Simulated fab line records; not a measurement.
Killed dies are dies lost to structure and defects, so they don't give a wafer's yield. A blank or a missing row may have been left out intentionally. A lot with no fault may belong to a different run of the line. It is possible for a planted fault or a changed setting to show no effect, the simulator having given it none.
What tool caused it?    flow gf180mcu    36 wafers from 12 lots sampled at 3 of the route's 602 steps

== WHAT THE GAUGES SHOWED, per wafer ==
GF_V5_THK_MEAS_25: measures by xrf. Usual: V5_W_THK gives 339 nm (standard deviation 4.4).
lot   measured      on             V5_W_THK (nm)  flag
L346  day 27 15:16  film-metro-02  345 338 342    
L347  day 28 11:23  film-metro-02  345 340 337    
L349  day 28 22:44  film-metro-02  337 339 338    
L348  day 29 05:28  film-metro-02  343 343 341    
L354  day 30 17:11  film-metro-01  340 334 342    
L359  day 31 19:49  film-metro-03  338 340 334    
L362  day 32 16:26  film-metro-03  344 343 342    
L363  day 32 18:05  film-metro-03  344 348 346    
L364  day 33 07:47  film-metro-03  339 336 339    
L365  day 33 10:17  film-metro-03  342 340 337    
L368  day 33 23:45  film-metro-02  340 343 350    
L369  day 34 05:07  film-metro-03  341 340 345    

== TOOL THAT RAN EACH LOT (tool first, then ch and the chambers of the sampled wafers, then the start) ==
lot   GF_V3_CMP_04                   GF_M5_STRIP_11
L346  cmp-01 ch 0,1,3, day 21 16:05  plasma-asher-01 ch 0,1, day 26 15:38
L347  cmp-01 ch 0,1, day 22 15:33    plasma-asher-04 ch 0,1, day 27 12:43
L349  cmp-01 ch 2,3, day 23 04:58    plasma-asher-03 ch 0,1, day 28 00:05
L348  cmp-02 ch 0,2,3, day 23 10:43  plasma-asher-01 ch 0,1, day 28 06:47
L354  cmp-01 ch 0,1, day 25 07:05    plasma-asher-03 ch 0,1, day 29 19:58
L359  cmp-02 ch 0,3, day 26 12:19    plasma-asher-03 ch 0, day 30 23:07
L362  cmp-02 ch 0,1,3, day 27 13:37  plasma-asher-04 ch 0,1, day 31 20:44
L363  cmp-01 ch 1,2,3, day 27 13:59  plasma-asher-04 ch 0,1, day 31 21:43
L364  cmp-01 ch 0,1,2, day 28 07:46  plasma-asher-01 ch 0,1, day 32 13:10
L365  cmp-02 ch 1,2,3, day 28 10:02  plasma-asher-04 ch 0, day 32 14:16
L368  cmp-01 ch 0,2, day 29 06:38    plasma-asher-04 ch 0,1, day 33 05:23
L369  cmp-01 ch 2,3, day 29 10:49    plasma-asher-03 ch 0,1, day 33 10:46
- GF_V3_CMP_04: polishes SiO2.
- GF_M5_STRIP_11: strips in O2/N2.

== WHAT THE TOOLS THEMSELVES READ (means of the sampled wafers that have a number; where no wafer has one, the mark that the record gives instead) ==
GF_V3_CMP_04. Usual: motor-current-A 11.9 A, standard deviation 1.1; platen-rpm 60.00 rpm, standard deviation 0.039; time-to-endpoint-s 79 s, standard deviation 5.2.
lot   tool    motor-current-A (A)  platen-rpm (rpm)  time-to-endpoint-s (s)  flag
L346  cmp-01  12.6                 60.05             83                      
L347  cmp-01  12.1                 59.99             83                      
L349  cmp-01  12.6                 59.98             78                      
L348  cmp-02  11.4                 60.05             82                      
L354  cmp-01  12.0                 60.04             82                      
L359  cmp-02  12.0                 60.01             83                      
L362  cmp-02  12.2                 60.00             73                      
L363  cmp-01  12.0                 60.04             82                      
L364  cmp-01  11.5                 60.01             82                      
L365  cmp-02  11.8                 60.00             70                      
L368  cmp-01  11.1                 59.99             84                      
L369  cmp-01  11.9                 60.00             75                      

GF_M5_STRIP_11. Usual: drypump-motor-current-A 5.6 A, standard deviation 0.39; heater-power-w 348 W, standard deviation 34; oes-product-au 0.524 a.u., standard deviation 0.0056; strip-time-to-endpoint-s 7.06 s, standard deviation 0.064.
lot   tool             drypump-motor-current-A (A)  heater-power-w (W)  oes-product-au (a.u.)  strip-time-to-endpoint-s (s)  flag
L346  plasma-asher-01  5.9                          327                 0.522                  7.08                          
L347  plasma-asher-04  5.4                          373                 0.529                  7.16                          
L349  plasma-asher-03  5.6                          371                 0.523                  7.04                          
L348  plasma-asher-01  5.8                          327                 0.525                  7.02                          
L354  plasma-asher-03  5.6                          368                 0.522                  7.07                          
L359  plasma-asher-03  6.0                          401                 0.529                  7.10                          
L362  plasma-asher-04  5.3                          364                 0.521                  7.11                          
L363  plasma-asher-04  5.4                          377                 0.524                  7.01                          
L364  plasma-asher-01  5.8                          327                 0.525                  7.06                          
L365  plasma-asher-04  5.1                          353                 0.523                  7.10                          
L368  plasma-asher-04  5.2                          363                 0.522                  7.04                          
L369  plasma-asher-03  5.2                          328                 0.523                  7.08                          

== THE ANSWER, worked out from the rows above alone ==
Rule: a lot is off if the mean of its wafers that have a number lies more than 3 standard deviations from the usual mean. A lot without any number at a reading at which 4 lots or more have one is off too. The other lots that the step has rows for count as sound. First the gauges in route order, then the tools' own readings, where a lot's mean is used as printed above. At the first step where some lot is off, the reading lying furthest off is the one used; lots without a number count as furthest.
Across all readings shown, no lot is off: no conclusion can be drawn from this.

== WHAT WAS PUT IN BY THE SIMULATOR ==
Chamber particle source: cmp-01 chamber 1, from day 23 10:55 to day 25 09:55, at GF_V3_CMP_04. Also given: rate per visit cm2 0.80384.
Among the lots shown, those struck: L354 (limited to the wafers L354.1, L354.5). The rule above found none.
